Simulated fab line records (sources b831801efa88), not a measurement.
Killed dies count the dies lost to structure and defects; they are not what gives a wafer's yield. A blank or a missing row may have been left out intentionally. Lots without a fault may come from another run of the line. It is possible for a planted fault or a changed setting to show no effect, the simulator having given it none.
A struck lot beside a sound one | flow sky130 | 35 out of 708 route steps
Sound: the wafers L858.1, L858.3, L858.6. Wafers L869.1, L869.4, L869.6 were the ones struck. The cause comes at the end.
Order at every step that has rows: each side's tool, ch and its chambers, its first start. Under that, the readings that differ: sound wafers | struck wafers | difference of the means | sigmas: that difference in standard deviations of wafers without a fault.
alike: words and numbers the same on both sides, and readings whose means are apart by under 2 such deviations; not compared: readings that were withheld, readings missing a value for some wafer, numbers with overlapping values and no deviation given by the record, and bounds like >300 which may hide the same value.
The two part at a step that has a row with sigmas, a row that says differs or no value, or rows on one side only. Numbers that don't overlap but have no deviation are shown without sigmas and don't part them. A reading missing from all wafers of one side parts the sides only when that side holds two or more wafers.

first, 8 steps without rows for these wafers: SKY_VIA2_ETCH_14 (etches BARC in N2/H2, stops on SiO2, time 45.9 s, target depth 60 nm); SKY_VIA2_ETCH_15 (etches SiO2 in C4F8/O2/Ar, stops on TiN, target depth 546 nm, time 84 s); SKY_VIA2_STRIP_16 (strips in O2/N2); SKY_VIA2_STRIP_17 (strips in post etch residue remover, time 1200 s); SKY_VIA2_CLEAN_18 (cleans in IPA, time 180 s); SKY_VIA2_CLEAN_19 (cleans in O3/DIW); SKY_VIA2_SPUTTER_20 (material TiN, target thk 20 nm, time 80 s); SKY_VIA2_CVD_21 (deposits W, target thk 420 nm, time 126.4 s).
SKY_VIA2_CMP_24: polishes, stops on SiO2, t overpolish 20 s, target thk 0 nm.
  sound on cmp-01 ch 0,1, day 39 10:26; struck on cmp-01 ch 0,3, day 42 10:45
  alike: motor current A, overpolish run s, retaining ring pressure frac, time to endpoint s
then, 25 steps without rows for these wafers: SKY_METAL3_SPUTTER_00 (material Ti, target thk 15 nm, time 10 s); SKY_METAL3_SPUTTER_01 (material TiN, target thk 20 nm, time 16.7 s); SKY_METAL3_SPUTTER_02 (material AlCu, target thk 735 nm, time 39.1 s); SKY_METAL3_SPUTTER_03 (material Ti, target thk 5 nm, time 3.3 s); SKY_METAL3_SPUTTER_04 (material TiN, target thk 70 nm, time 58.3 s); SKY_CAPM_CVD_00 (deposits SiO2, target thk 15.5 nm); SKY_CAPM_SPUTTER_02 (material TiN, target thk 200 nm, time 166.7 s); SKY_CAPM_DEHYDRATE_05 (time 60 s); SKY_CAPM_HMDS_06 (prime time 60 s); SKY_CAPM_COAT_07 (resist thk 1140 nm); SKY_CAPM_SOFTBAKE_08 (time 60 s); SKY_CAPM_EXPOSE_09 (exposes mask CAPM, target cd 1000 nm); SKY_CAPM_PEB_10; SKY_CAPM_DEVELOP_11 (develop time 60 s); SKY_CAPM_METAL_ETCH_13 (etches TiN in Cl2/BCl3, stops on SiO2, target depth 220 nm, time 62.9 s); SKY_CAPM_STRIP_14 (strips in O2/N2); SKY_CAPM_STRIP_15 (strips in post etch residue remover, time 1200 s); SKY_CAPM_CLEAN_16 (cleans in IPA, time 180 s); SKY_CAPM_CLEAN_17 (cleans in O3/DIW); SKY_METAL3_DEHYDRATE_05 (time 60 s); SKY_METAL3_HMDS_06 (prime time 60 s); SKY_METAL3_COAT_07 (resist thk 60 nm); SKY_METAL3_COAT_08 (resist thk 1140 nm); SKY_METAL3_SOFTBAKE_09 (time 90 s); SKY_METAL3_EXPOSE_10 (exposes mask MM3, target cd 300 nm).
-- the record jumps here: 8 days lie between the struck wafers' starts before and after (it left off in module METAL3 and takes up again in module PAD_OPEN, whose first step shown is number 708 of the route) --
SKY_PAD_OPEN_PROBE_99:
  sound on prober-01 at day 48 05:36; struck on prober-02 at day 50 11:32
  reading                               | sound               | struck            | difference | sigmas
  defect limited yield (%)              | 83.9 81.1 84.1      | 56.7 53.0 54.7    | -28.2      | -13
  killed_at_M0_to_M3                    | 45 52 45            | 180 197 185       | +140       | +18
  killed_at_M4_up                       | 5 5 5               | 1 2 1             | -4         | -2
  killed dies                           | 79 93 78            | 213 231 223       | +139       | +13
  killed on rim                         | 13 14 18            | 44 50 42          | +30        | +8
  sort_bin_3_pad_short (%)              | 1.0 0.4 0.2         | 2.0 2.4 2.6       | +1.8       | +4
  sort_bin_5_function (%)               | 10.4 11.0 10.0      | 29.7 28.9 31.3    | +19.5      | +12
  sort_bin_6_memory (%)                 | 4.7 7.5 5.7         | 11.6 15.7 11.4    | +6.9       | +6
  sort n pass                           | 413 399 414         | 279 261 269       | -139       | -13
  sort yield pct (%)                    | 83.9 81.1 84.1      | 56.7 53.0 54.7    | -28.2      | -13
  model.etest.tester.sort n pass        | 413 399 414         | 279 261 269       | -139       |
  model.etest.tester.sort yield pct (%) | 83.94 81.1 84.15    | 56.71 53.05 54.67 | -28.25     |
  model.etest.tester.sort_bin_5_pct (%) | 10.37 10.98 9.959   | 29.67 28.86 31.3  | +19.51     |
  model.etest.tester.sort_bin_6_pct (%) | 4.675 7.52 5.691    | 11.59 15.65 11.38 | +6.91      |
  model.etest.tester.sort_bin_3_pct (%) | 1.016 0.4065 0.2033 | 2.033 2.439 2.642 | +1.829     |
  alike: killed at contacts, killed at front end, killed at other, killed open, killed short

## WHERE THEY PART
Only at SKY_PAD_OPEN_PROBE_99, within this record.

WHY: the cause the simulator had injected
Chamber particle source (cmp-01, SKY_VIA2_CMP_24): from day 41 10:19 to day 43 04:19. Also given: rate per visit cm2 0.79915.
